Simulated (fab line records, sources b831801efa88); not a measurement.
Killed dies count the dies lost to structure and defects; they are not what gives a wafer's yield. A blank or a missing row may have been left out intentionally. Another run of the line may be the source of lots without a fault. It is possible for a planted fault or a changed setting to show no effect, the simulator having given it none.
Which of the tools did it? | flow sky130 | Sampling: 10 lots, 30 wafers, 6 of 708 route steps

== WHAT THE GAUGES READ, wafer by wafer ==
SKY_POLY_GATE_THK_MEAS_01. Usual: POLY_GATE_CVD_00_THK gives 179.1 nm (standard deviation 1.8).
lot  | measured     | on           | POLY_GATE_CVD_00_THK (nm) | flag
L815 | day 15 00:17 | filmMetro-04 | 176.6 176.4 176.0         | 
L818 | day 16 02:24 | filmMetro-04 | 179.2 177.5 178.0         | 
L819 | day 16 12:10 | filmMetro-01 | 160.0 159.5 160.9         | OFF
L820 | day 17 00:02 | filmMetro-04 | 157.9 159.1 157.4         | OFF
L829 | day 20 23:03 | filmMetro-02 | 180.3 180.1 178.9         | 
L831 | day 21 05:13 | filmMetro-01 | 176.9 178.4 178.0         | 
L832 | day 21 10:55 | filmMetro-01 | 176.5 176.2 175.5         | 
L833 | day 22 03:52 | filmMetro-01 | 181.1 180.8 181.9         | 
L834 | day 22 06:34 | filmMetro-04 | 178.5 178.4 178.2         | 
L835 | day 22 11:46 | filmMetro-02 | 177.0 175.8 178.3         | 

SKY_VIA1_OVL_MEAS_13. Usual: VIA1_OVL gives 0 nm (standard deviation 6.7).
lot  | measured     | on         | VIA1_OVL (nm) | flag
L815 | day 35 12:41 | overlay-02 | 2 4 6         | 
L818 | day 35 22:46 | overlay-02 | -11 -13 -7    | 
L819 | day 36 07:39 | overlay-02 | -3 -3 -10     | 
L820 | day 36 19:22 | overlay-02 | 1 -5 -3       | 
L829 | day 40 00:46 | overlay-01 | -1 0 -5       | 
L831 | day 40 06:25 | overlay-02 | -3 -4 -7      | 
L832 | day 40 13:26 | overlay-02 | 12 8 21       | 
L833 | day 41 01:20 | overlay-02 | -9 -17 -12    | 
L834 | day 41 03:52 | overlay-02 | 0 -4 2        | 
L835 | day 41 08:52 | overlay-01 | -2 -1 -2      | 

== EACH LOT AND THE TOOL THAT RAN IT (in order: tool; ch and the chambers of the sampled wafers; start) ==
lot  | SKY_POLY_GATE_CVD_00        | SKY_POLY_GATE_ETCH_17           | SKY_CONTACT_STRIP_19                | SKY_METAL1_SPUTTER_00
L815 | lpcvd-01 ch 1, day 14 23:05 | rieSi-01 ch 0,1, day 18 02:15   | plasmaAsher-04 ch 0,1, day 33 04:45 | pvdSputter-01, day 33 06:04
L818 | lpcvd-01 ch 0, day 16 01:12 | rieSi-01 ch 0,2, day 18 14:30   | plasmaAsher-03 ch 0, day 33 15:08   | pvdSputter-02, day 33 16:24
L819 | lpcvd-01 ch 0, day 16 10:57 | rieSi-02 ch 1,3, day 19 00:18   | plasmaAsher-04 ch 0,1, day 33 23:55 | pvdSputter-02, day 34 01:08
L820 | lpcvd-01 ch 1, day 16 22:50 | rieSi-01 ch 1,2,3, day 19 13:29 | plasmaAsher-04 ch 0,1, day 34 11:38 | pvdSputter-04, day 34 12:55
L829 | lpcvd-01 ch 1, day 20 21:51 | rieSi-02 ch 0,1,2, day 23 13:27 | plasmaAsher-04 ch 0,1, day 37 20:33 | pvdSputter-02, day 37 21:47
L831 | lpcvd-01 ch 1, day 21 04:01 | rieSi-02 ch 1,2, day 23 19:03   | plasmaAsher-02 ch 1, day 38 01:27   | pvdSputter-04, day 38 02:43
L832 | lpcvd-01 ch 0, day 21 09:42 | rieSi-01 ch 1,2, day 24 01:02   | plasmaAsher-03 ch 0,1, day 38 08:30 | pvdSputter-02, day 38 09:45
L833 | lpcvd-01 ch 1, day 22 02:38 | rieSi-02 ch 0,1, day 24 17:32   | plasmaAsher-04 ch 0,1, day 38 19:50 | pvdSputter-01, day 38 21:03
L834 | lpcvd-01 ch 1, day 22 04:46 | rieSi-01 ch 0,2, day 24 19:41   | plasmaAsher-02 ch 0,1, day 38 23:46 | pvdSputter-04, day 39 01:01
L835 | lpcvd-01 ch 1, day 22 10:34 | rieSi-02 ch 0,1,2, day 25 01:32 | plasmaAsher-04 ch 0,1, day 39 04:47 | pvdSputter-01, day 39 06:09
- SKY_POLY_GATE_CVD_00: deposits poly-Si, target thk 180 nm, time 720 s.
- SKY_POLY_GATE_ETCH_17: etches poly-Si in HBr/Cl2, stops on SiO2, target depth 180 nm, time 70.5 s.
- SKY_CONTACT_STRIP_19: strips in O2/N2.
- SKY_METAL1_SPUTTER_00: material Ti, target thk 15 nm, time 10 s.

== AS READ BY THE TOOLS THEMSELVES (means over the sampled wafers that have a number; for cases with no such wafer, the mark the record gives instead) ==
SKY_POLY_GATE_CVD_00. Usual: spikeTcCentreC 621.9 C, standard deviation 1; spikeTcLowerC 620.3 C, standard deviation 1; spikeTcUpperC 618.0 C, standard deviation 1.5; susceptorTempC 620.0 C, standard deviation 0.3; zonePowerCentrePct 10.4 %, standard deviation 0.47.
lot  | tool     | spikeTcCentreC (C) | spikeTcLowerC (C) | spikeTcUpperC (C) | susceptorTempC (C) | zonePowerCentrePct (%) | flag
L815 | lpcvd-01 | 621.4              | 619.8             | 615.7             | 619.5              | 10.7                   | 
L818 | lpcvd-01 | 621.9              | 620.9             | 620.7             | 620.1              | 9.8                    | 
L819 | lpcvd-01 | 616.8              | 615.1             | 614.7             | 614.9              | 9.5                    | OFF
L820 | lpcvd-01 | 616.8              | 615.1             | 612.3             | 614.9              | 10.6                   | OFF
L829 | lpcvd-01 | 623.1              | 621.3             | 618.2             | 620.0              | 10.6                   | 
L831 | lpcvd-01 | 621.5              | 620.4             | 617.6             | 620.3              | 10.6                   | 
L832 | lpcvd-01 | 621.9              | 619.0             | 620.1             | 620.2              | 9.7                    | 
L833 | lpcvd-01 | 622.4              | 621.2             | 616.8             | 620.0              | 10.7                   | 
L834 | lpcvd-01 | 622.2              | 621.0             | 617.9             | 620.0              | 10.6                   | 
L835 | lpcvd-01 | 621.0              | 620.3             | 617.1             | 620.1              | 10.6                   | 

SKY_POLY_GATE_ETCH_17. Usual: biasW 100.0 W, standard deviation 0.31; chamberPressureMTorr 10.000 mTorr, standard deviation 0.0084; drypumpMotorCurrentA 5.7 A, standard deviation 0.3; oesProductAu 0.983 a.u., standard deviation 0.0083; rfFwdPowerW 397.2 W, standard deviation 1.6; throttleValvePct 33.685 %, standard deviation 0.0096.
lot  | tool     | biasW (W) | chamberPressureMTorr (mTorr) | drypumpMotorCurrentA (A) | oesProductAu (a.u.) | rfFwdPowerW (W) | throttleValvePct (%) | flag
L815 | rieSi-01 | 100.0     | 9.996                        | 5.6                      | 0.978               | 396.8           | 33.694               | 
L818 | rieSi-01 | 100.0     | 9.998                        | 6.0                      | 0.981               | 398.7           | 33.679               | 
L819 | rieSi-02 | 99.6      | 9.999                        | 5.5                      | 0.917               | 394.3           | 33.688               | OFF
L820 | rieSi-01 | 99.9      | 10.003                       | 5.8                      | 0.903               | 398.0           | 33.674               | OFF
L829 | rieSi-02 | 100.1     | 10.001                       | 5.6                      | 0.991               | 398.1           | 33.693               | 
L831 | rieSi-02 | 100.2     | 9.994                        | 5.7                      | 0.984               | 396.5           | 33.688               | 
L832 | rieSi-01 | 100.2     | 9.997                        | 5.8                      | 0.973               | 398.4           | 33.688               | 
L833 | rieSi-02 | 99.8      | 9.992                        | 5.5                      | 0.988               | 397.8           | 33.683               | 
L834 | rieSi-01 | 100.4     | 9.999                        | 6.0                      | 0.984               | 396.9           | 33.683               | 
L835 | rieSi-02 | 100.0     | 9.996                        | 5.6                      | 0.977               | 397.8           | 33.690               | 

SKY_CONTACT_STRIP_19. Usual: chamberPressureMTorr 1499.9 mTorr, standard deviation 1.3; drypumpMotorCurrentA 5.5 A, standard deviation 0.38; oesProductAu 0.381 a.u., standard deviation 0.0045; stripTimeToEndpointS 3.63 s, standard deviation 0.044.
lot  | tool           | chamberPressureMTorr (mTorr) | drypumpMotorCurrentA (A) | oesProductAu (a.u.) | stripTimeToEndpointS (s) | flag
L815 | plasmaAsher-04 | 1499.6                       | 5.5                      | 0.385               | 3.60                     | 
L818 | plasmaAsher-03 | 1500.5                       | 6.0                      | 0.384               | 3.66                     | 
L819 | plasmaAsher-04 | 1500.2                       | 5.3                      | 0.379               | 3.54                     | 
L820 | plasmaAsher-04 | 1500.7                       | 5.3                      | 0.377               | 3.66                     | 
L829 | plasmaAsher-04 | 1498.7                       | 5.5                      | 0.382               | 3.59                     | 
L831 | plasmaAsher-02 | 1500.6                       | 5.4                      | 0.382               | 3.64                     | 
L832 | plasmaAsher-03 | 1500.3                       | 5.6                      | 0.386               | 3.65                     | 
L833 | plasmaAsher-04 | 1500.0                       | 5.3                      | 0.386               | 3.66                     | 
L834 | plasmaAsher-02 | 1500.5                       | 5.8                      | 0.386               | 3.67                     | 
L835 | plasmaAsher-04 | 1500.2                       | 5.3                      | 0.378               | 3.61                     | 

SKY_METAL1_SPUTTER_00. Usual: throttleValvePct 30.2 %, standard deviation 0.94.
lot  | tool          | throttleValvePct (%) | flag
L815 | pvdSputter-01 | 29.2                 | 
L818 | pvdSputter-02 | 28.8                 | 
L819 | pvdSputter-02 | 30.4                 | 
L820 | pvdSputter-04 | 30.6                 | 
L829 | pvdSputter-02 | 30.2                 | 
L831 | pvdSputter-04 | 30.5                 | 
L832 | pvdSputter-02 | 29.2                 | 
L833 | pvdSputter-01 | 29.9                 | 
L834 | pvdSputter-04 | 30.7                 | 
L835 | pvdSputter-01 | 29.3                 | 

== THE ANSWER, worked out from the rows above alone ==
Rule: a lot counts as off when the mean over its wafers that have a number is more than 3 standard deviations away from the usual mean. A lot without any number at a reading at which 4 lots or more have one is off too. The other lots that the step has rows for count as sound. After the gauges, taken in route order, come the tools' own readings; for these a lot's mean is taken, as printed above. The first step at which some lot is off is used, and at that step the reading that is off furthest; a lot without a number counts as furthest.
Off: L819, L820, seen at SKY_POLY_GATE_THK_MEAS_01 (POLY_GATE_CVD_00_THK).
A tool fits if, at a process step before that reading, it ran every lot that is off, and no sound lot after the first of them. The gauges at SKY_POLY_GATE_THK_MEAS_01 aren't tried: what is off there is off at SKY_POLY_GATE_CVD_00 too, on other tools, and a gauge's error can't cause that. None of those tried fits.

== WHAT THE SIMULATOR HAD PUT IN ==
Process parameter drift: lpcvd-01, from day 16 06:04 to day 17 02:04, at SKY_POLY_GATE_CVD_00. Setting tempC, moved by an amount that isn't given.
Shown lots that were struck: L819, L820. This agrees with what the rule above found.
